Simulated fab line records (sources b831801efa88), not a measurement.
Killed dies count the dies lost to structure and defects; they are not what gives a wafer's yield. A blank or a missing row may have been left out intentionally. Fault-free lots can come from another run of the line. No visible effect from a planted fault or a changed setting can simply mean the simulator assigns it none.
Check for tools in common + flow sfqLine + 15 lots and 45 wafers in the sample

## REASON IT WAS OPENED
At SFQ_JJ_RS_MEAS_929 the reading JJ_NB_RS is flagged on 3 of 15 lots. Wafers without a fault read 1.046 ohm/sq, standard deviation 0.013.
Rule: a lot is flagged when every wafer of it that has a number lies more than 4 standard deviations from that mean, or none has a number. The other lots count as sound.

| lot  | measured     | on           | JJ_NB_RS (ohm/sq), wafer by wafer | flag    |
|------|--------------|--------------|-----------------------------------|---------|
| L889 | day 51 21:45 | filmMetro-03 | 1.024 1.037 1.029                 |         |
| L890 | day 52 01:08 | filmMetro-03 | 1.054 1.058 1.048                 |         |
| L891 | day 52 02:23 | filmMetro-02 | 1.018 1.013 1.004                 |         |
| L892 | day 52 04:44 | filmMetro-02 | 1.049 1.039 1.042                 |         |
| L895 | day 52 21:29 | filmMetro-03 | 1.051 1.051 1.054                 |         |
| L896 | day 53 01:03 | filmMetro-03 | 1.043 1.048 1.051                 |         |
| L897 | day 54 07:10 | filmMetro-03 | 1.041 1.036 1.040                 |         |
| L898 | day 54 10:40 | filmMetro-01 | 1.056 1.032 1.057                 |         |
| L899 | day 54 17:14 | filmMetro-03 | 1.069 1.052 1.053                 |         |
| L900 | day 55 07:50 | filmMetro-01 | 1.043 1.040 1.046                 |         |
| L901 | day 55 20:48 | filmMetro-01 | 1.063 1.049 1.058                 |         |
| L908 | day 57 17:55 | filmMetro-03 | 0.768 0.772 0.770                 | FLAGGED |
| L909 | day 57 20:19 | filmMetro-03 | 0.760 0.756 0.757                 | FLAGGED |
| L910 | day 58 15:29 | filmMetro-02 | 1.055 1.049 1.029                 |         |
| L911 | day 58 19:43 | filmMetro-03 | 0.768 0.766 0.764                 | FLAGGED |
The numbers of the flagged lots are 0.765 ohm/sq on average: -0.281 ohm/sq against the usual, or -22 standard deviations.

## WHICH TOOL EACH LOT WENT THROUGH
The record holds 1 process step before the reading, out of a route of 325 steps. Each cell gives the tool, then ch followed by the chambers the sampled wafers passed through, then the start.
| lot  | flag    | SFQ_TRILAYER_JJ_TRILAYER_DEP_SPUTTER_112 |
|------|---------|------------------------------------------|
| L889 |         | pvdSputter-04, day 51 21:38              |
| L890 |         | pvdSputter-06, day 52 01:03              |
| L891 |         | pvdSputter-04, day 52 02:15              |
| L892 |         | pvdSputter-05, day 52 04:39              |
| L895 |         | pvdSputter-06, day 52 21:23              |
| L896 |         | pvdSputter-04, day 53 00:59              |
| L897 |         | pvdSputter-06, day 54 07:04              |
| L898 |         | pvdSputter-04, day 54 10:35              |
| L899 |         | pvdSputter-06, day 54 17:08              |
| L900 |         | pvdSputter-04, day 55 07:43              |
| L901 |         | pvdSputter-06, day 55 20:43              |
| L908 | FLAGGED | pvdSputter-06, day 57 17:49              |
| L909 | FLAGGED | pvdSputter-06, day 57 20:13              |
| L910 |         | pvdSputter-04, day 58 15:25              |
| L911 | FLAGGED | pvdSputter-06, day 58 19:37              |
What these steps do:
- SFQ_TRILAYER_JJ_TRILAYER_DEP_SPUTTER_112: material Nb, target thk 170 nm, time 113.3 s.
- SFQ_JJ_RS_MEAS_929: measures by four-point-probe.

## FLAGGED AGAINST TOTAL, ONE TOOL AT A TIME (gauges that did the reading follow at the end)
| step                                     | tool          | lots run | flagged | share of the flagged lots | sound lots run after its first flagged lot |
|------------------------------------------|---------------|----------|---------|---------------------------|--------------------------------------------|
| SFQ_TRILAYER_JJ_TRILAYER_DEP_SPUTTER_112 | pvdSputter-04 | 6        | 0       | none                      | -                                          |
| SFQ_TRILAYER_JJ_TRILAYER_DEP_SPUTTER_112 | pvdSputter-05 | 1        | 0       | none                      | -                                          |
| SFQ_TRILAYER_JJ_TRILAYER_DEP_SPUTTER_112 | pvdSputter-06 | 8        | 3       | all                       | 0                                          |
| SFQ_JJ_RS_MEAS_929                       | filmMetro-01  | 3        | 0       | none                      | -                                          |
| SFQ_JJ_RS_MEAS_929                       | filmMetro-02  | 3        | 0       | none                      | -                                          |
| SFQ_JJ_RS_MEAS_929                       | filmMetro-03  | 9        | 3       | all                       | 0                                          |

## WHAT IS ALLOWED BY THE TABLE
Rows of the table that ran all the flagged lots, 2 in number: pvdSputter-06 at SFQ_TRILAYER_JJ_TRILAYER_DEP_SPUTTER_112; filmMetro-03 at SFQ_JJ_RS_MEAS_929.
- pvdSputter-06 at SFQ_TRILAYER_JJ_TRILAYER_DEP_SPUTTER_112: 3 of its 8 lots flagged. It ran its last sound lot, L901, at day 55 20:43 and its first flagged lot, L908, at day 57 17:49: a fault with its onset between the two fits.
- filmMetro-03 at SFQ_JJ_RS_MEAS_929: 3 of its 9 lots flagged. It ran its last sound lot, L899, at day 54 17:14 and its first flagged lot, L908, at day 57 17:55: a fault with its onset between the two fits.
A lot count leaves these 2 tools indistinguishable: every one of them fits a fault beginning at some hour. More lots, or a look at what each step does to the wafer, might.

## WHAT HAD BEEN PUT IN BY THE SIMULATOR
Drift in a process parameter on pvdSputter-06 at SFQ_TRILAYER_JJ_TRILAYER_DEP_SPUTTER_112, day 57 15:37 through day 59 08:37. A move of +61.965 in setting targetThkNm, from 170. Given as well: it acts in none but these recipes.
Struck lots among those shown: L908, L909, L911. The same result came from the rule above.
